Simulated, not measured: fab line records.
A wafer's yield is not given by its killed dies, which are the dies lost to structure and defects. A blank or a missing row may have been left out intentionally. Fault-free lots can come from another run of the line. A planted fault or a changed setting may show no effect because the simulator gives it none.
Which tool is to blame? | flow sky130 | Sampling: 11 lots, 33 wafers, 5 of 708 route steps

== WHAT THE GAUGES SHOWED, per wafer ==
The record lacks any reading of a measuring or inspecting step that a usual standard deviation could be used to judge.

== WHICH TOOL RAN EACH LOT (tool, then ch and the chambers of the sampled wafers, then the start) ==
lot  | SKY_METAL1_DESCUM_17             | SKY_METAL1_STRIP_20                 | SKY_METAL2_ETCH_18               | SKY_VIA2_ETCH_14                  | SKY_PAD_OPEN_PROBE_99
L166 | rieMetal-03 ch 1, day 34 09:27   | plasmaAsher-04 ch 0,1, day 34 09:49 | rieMetal-03 ch 0,1, day 36 15:35 | rieDiel-03 ch 0,2,3, day 37 19:12 | -
L168 | rieMetal-03 ch 0, day 37 16:04   | plasmaAsher-02 ch 0,1, day 37 16:26 | rieMetal-02 ch 0,1, day 39 22:48 | rieDiel-03 ch 1,2, day 41 01:24   | -
L174 | rieMetal-03 ch 0, day 37 18:13   | plasmaAsher-04 ch 0,1, day 37 18:36 | rieMetal-04 ch 0,1, day 39 23:49 | rieDiel-01 ch 0,2,3, day 41 02:13 | -
L173 | rieMetal-03 ch 0, day 37 19:55   | plasmaAsher-04 ch 0,1, day 37 20:17 | rieMetal-03 ch 0,1, day 40 00:45 | rieDiel-01 ch 0,1,2, day 41 02:55 | prober-01, day 49 16:15
L171 | rieMetal-01 ch 0,1, day 37 20:22 | plasmaAsher-01 ch 0, day 37 20:33   | rieMetal-04 ch 0,1, day 40 00:56 | rieDiel-01 ch 1,2,3, day 41 03:52 | prober-02, day 49 17:42
L175 | rieMetal-04 ch 0, day 37 22:52   | plasmaAsher-01 ch 0,1, day 37 23:14 | rieMetal-03 ch 1, day 40 03:49   | rieDiel-03 ch 1,2,3, day 41 06:27 | -
L176 | rieMetal-03 ch 0, day 38 02:52   | plasmaAsher-04 ch 0,1, day 38 03:14 | rieMetal-03 ch 1, day 40 06:01   | rieDiel-04 ch 0,2,3, day 41 08:42 | -
L181 | rieMetal-01 ch 0,1, day 38 06:46 | plasmaAsher-04 ch 0,1, day 38 06:57 | rieMetal-02 ch 0,1, day 40 09:36 | rieDiel-01 ch 0,1,3, day 41 12:03 | -
L182 | rieMetal-04 ch 0,1, day 38 15:18 | plasmaAsher-02 ch 0,1, day 38 15:29 | rieMetal-03 ch 0,1, day 40 18:17 | rieDiel-01 ch 0,1, day 41 19:15   | -
L185 | rieMetal-03 ch 1, day 39 03:25   | plasmaAsher-04 ch 1, day 39 03:36   | rieMetal-03 ch 0,1, day 41 07:41 | rieDiel-04 ch 0,1,3, day 42 07:28 | prober-01, day 50 13:04
L186 | rieMetal-04 ch 0,1, day 39 21:31 | plasmaAsher-04 ch 0,1, day 39 21:43 | rieMetal-02 ch 0,1, day 41 23:48 | rieDiel-04 ch 0,2, day 42 23:49   | -
- SKY_METAL1_DESCUM_17: chemistry O2, time 8 s.
- SKY_METAL1_STRIP_20: strips in O2/N2.
- SKY_METAL2_ETCH_18: etches BARC in N2/H2, stops on SiO2, time 45.9 s, target depth 60 nm.
- SKY_VIA2_ETCH_14: etches BARC in N2/H2, stops on SiO2, time 45.9 s, target depth 60 nm.
- SKY_PAD_OPEN_PROBE_99

== WHAT THE TOOLS THEMSELVES READ (means of the sampled wafers that have a number; where no wafer has one, the mark that the record gives instead) ==
SKY_METAL1_DESCUM_17. Usual: drypumpMotorCurrentA 5.8 A, standard deviation 0.42; oesProductAu 0.996 a.u., standard deviation 0.0095.
lot  | tool        | drypumpMotorCurrentA (A) | oesProductAu (a.u.) | flag
L166 | rieMetal-03 | 5.6                      | 0.990               | 
L168 | rieMetal-03 | 6.2                      | 0.995               | 
L174 | rieMetal-03 | 6.3                      | 0.998               | 
L173 | rieMetal-03 | 6.3                      | 0.986               | 
L171 | rieMetal-01 | 5.4                      | 0.993               | 
L175 | rieMetal-04 | 5.8                      | 1.000               | 
L176 | rieMetal-03 | 6.2                      | 0.986               | 
L181 | rieMetal-01 | 5.4                      | 0.992               | 
L182 | rieMetal-04 | 5.6                      | 1.001               | 
L185 | rieMetal-03 | 5.6                      | 0.990               | 
L186 | rieMetal-04 | 5.6                      | 1.002               | 

SKY_METAL1_STRIP_20. Usual: drypumpMotorCurrentA 5.8 A, standard deviation 0.61; oesProductAu 0.343 a.u., standard deviation 0.0047; stripTimeToEndpointS 2.71 s, standard deviation 0.038.
lot  | tool           | drypumpMotorCurrentA (A) | oesProductAu (a.u.) | stripTimeToEndpointS (s) | flag
L166 | plasmaAsher-04 | 6.0                      | 0.344               | 2.75                     | 
L168 | plasmaAsher-02 | 6.3                      | 0.342               | 2.70                     | 
L174 | plasmaAsher-04 | 5.6                      | 0.348               | 2.72                     | 
L173 | plasmaAsher-04 | 5.6                      | 0.348               | 2.76                     | 
L171 | plasmaAsher-01 | 5.3                      | 0.338               | 2.73                     | 
L175 | plasmaAsher-01 | 5.5                      | 0.343               | 2.68                     | 
L176 | plasmaAsher-04 | 6.1                      | 0.345               | 2.75                     | 
L181 | plasmaAsher-04 | 6.1                      | 0.348               | 2.73                     | 
L182 | plasmaAsher-02 | 6.2                      | 0.345               | 2.72                     | 
L185 | plasmaAsher-04 | 6.4                      | 0.339               | 2.70                     | 
L186 | plasmaAsher-04 | 5.7                      | 0.345               | 2.73                     | 

SKY_METAL2_ETCH_18. Usual: biasW 99.99 W, standard deviation 0.3; drypumpMotorCurrentA 5.8 A, standard deviation 0.43; oesProductAu 0.855 a.u., standard deviation 0.0048; throttleValvePct 13.225 %, standard deviation 0.0084.
lot  | tool        | biasW (W) | drypumpMotorCurrentA (A) | oesProductAu (a.u.) | throttleValvePct (%) | flag
L166 | rieMetal-03 | 100.03    | 5.8                      | 0.858               | 13.228               | 
L168 | rieMetal-02 | 99.73     | 5.7                      | 0.854               | 13.230               | 
L174 | rieMetal-04 | 100.26    | 5.4                      | 0.855               | 13.226               | 
L173 | rieMetal-03 | 99.88     | 5.8                      | 0.857               | 13.229               | 
L171 | rieMetal-04 | 99.96     | 5.7                      | 0.855               | 13.225               | 
L175 | rieMetal-03 | 99.96     | 5.6                      | 0.851               | 13.226               | 
L176 | rieMetal-03 | 99.75     | 5.6                      | 0.854               | 13.217               | 
L181 | rieMetal-02 | 99.81     | 5.7                      | 0.854               | 13.229               | 
L182 | rieMetal-03 | 108.65    | 5.8                      | 0.855               | 13.218               | OFF
L185 | rieMetal-03 | 108.71    | 5.8                      | 0.858               | 13.226               | OFF
L186 | rieMetal-02 | 100.18    | 6.1                      | 0.855               | 13.218               | 

SKY_VIA2_ETCH_14. Usual: biasW 99.99 W, standard deviation 0.29; drypumpMotorCurrentA 5.7 A, standard deviation 0.36; oesProductAu 0.854 a.u., standard deviation 0.0053; throttleValvePct 13.225 %, standard deviation 0.0098.
lot  | tool       | biasW (W) | drypumpMotorCurrentA (A) | oesProductAu (a.u.) | throttleValvePct (%) | flag
L166 | rieDiel-03 | 100.09    | 5.7                      | 0.853               | 13.218               | 
L168 | rieDiel-03 | 99.90     | 5.6                      | 0.855               | 13.226               | 
L174 | rieDiel-01 | 100.08    | 5.7                      | 0.850               | 13.222               | 
L173 | rieDiel-01 | 99.94     | 5.8                      | 0.857               | 13.225               | 
L171 | rieDiel-01 | 100.07    | 6.1                      | 0.850               | 13.227               | 
L175 | rieDiel-03 | 100.04    | 5.5                      | 0.853               | 13.224               | 
L176 | rieDiel-04 | 99.92     | 5.8                      | 0.855               | 13.222               | 
L181 | rieDiel-01 | 99.94     | 5.9                      | 0.851               | 13.228               | 
L182 | rieDiel-01 | 100.13    | 6.0                      | 0.849               | 13.237               | 
L185 | rieDiel-04 | 99.97     | 5.4                      | 0.856               | 13.223               | 
L186 | rieDiel-04 | 100.05    | 5.6                      | 0.858               | 13.208               | 

SKY_PAD_OPEN_PROBE_99. Usual: defectLimitedYield 82.8 %, standard deviation 2; killed_at_M0_to_M3 42, standard deviation 7.3; killed_at_M4_up 3.4, standard deviation 2; killedAtContacts 24, standard deviation 5.8; killedAtFrontEnd 15, standard deviation 4.6; killedAtOther 0.3, standard deviation 0.62; killedDies 84, standard deviation 9.8; killedOpen 47, standard deviation 6.9; killedShort 38, standard deviation 6.3; sort_bin_3_pad_short 0.8 %, standard deviation 0.38; sort_bin_5_function 10.2 %, standard deviation 1.5; sort_bin_6_memory 6.2 %, standard deviation 1.1; sortNPass 408, standard deviation 9.8; sortYieldPct 82.8 %, standard deviation 2.
lot  | tool      | defectLimitedYield (%) | killed_at_M0_to_M3 | killed_at_M4_up | killedAtContacts | killedAtFrontEnd | killedAtOther | killedDies | killedOpen | killedShort | sort_bin_3_pad_short (%) | sort_bin_5_function (%) | sort_bin_6_memory (%) | sortNPass | sortYieldPct (%) | flag
L173 | prober-01 | 82.7                   | 39                 | 2.0             | 29               | 15               | 0.0           | 85         | 51         | 34          | 0.8                      | 10.4                    | 6.1                   | 407       | 82.7             | 
L171 | prober-02 | 80.8                   | 48                 | 4.7             | 27               | 14               | 1.0           | 94         | 49         | 45          | 0.7                      | 11.3                    | 7.2                   | 398       | 80.8             | 
L185 | prober-01 | 82.5                   | 43                 | 3.3             | 22               | 16               | 0.7           | 86         | 51         | 35          | 0.6                      | 10.8                    | 6.1                   | 406       | 82.5             | 

== THE ANSWER, worked out from the rows above alone ==
Rule: lot off if the mean of its wafers having a number is beyond 3 standard deviations from the usual mean. A lot without any number at a reading at which 4 lots or more have one is off too. Where the step has rows for the other lots, those lots are counted as sound. First the gauges in route order, then the tools' own readings, where a lot's mean is used as printed above. At the first step where some lot is off, the reading lying furthest off is the one used; lots without a number count as furthest.
Off: L182, L185 (SKY_METAL2_ETCH_18, biasW).
If a tool, at that step or one of the process steps before it, ran each lot that is off and ran no sound lot following the first of them, it fits. One candidate fits, namely rieMetal-03 at SKY_METAL2_ETCH_18. Its last sound lot is L176 (day 40 06:01), its first lot that is off L182 (day 40 18:17): a fault that began between those two fits.
On the lots that are off, the tool's own readings at SKY_METAL2_ETCH_18 differ by more than 5 times the standard deviation of the sound lots' means, which bears it out; biasW reads 108.68 W there versus 99.95 W on the sound lots.

== WHAT THE SIMULATOR HAD PUT IN ==
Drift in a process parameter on rieMetal-03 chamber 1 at SKY_METAL2_ETCH_18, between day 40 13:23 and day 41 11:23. Setting biasW, moved by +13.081, from 100. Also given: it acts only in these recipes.
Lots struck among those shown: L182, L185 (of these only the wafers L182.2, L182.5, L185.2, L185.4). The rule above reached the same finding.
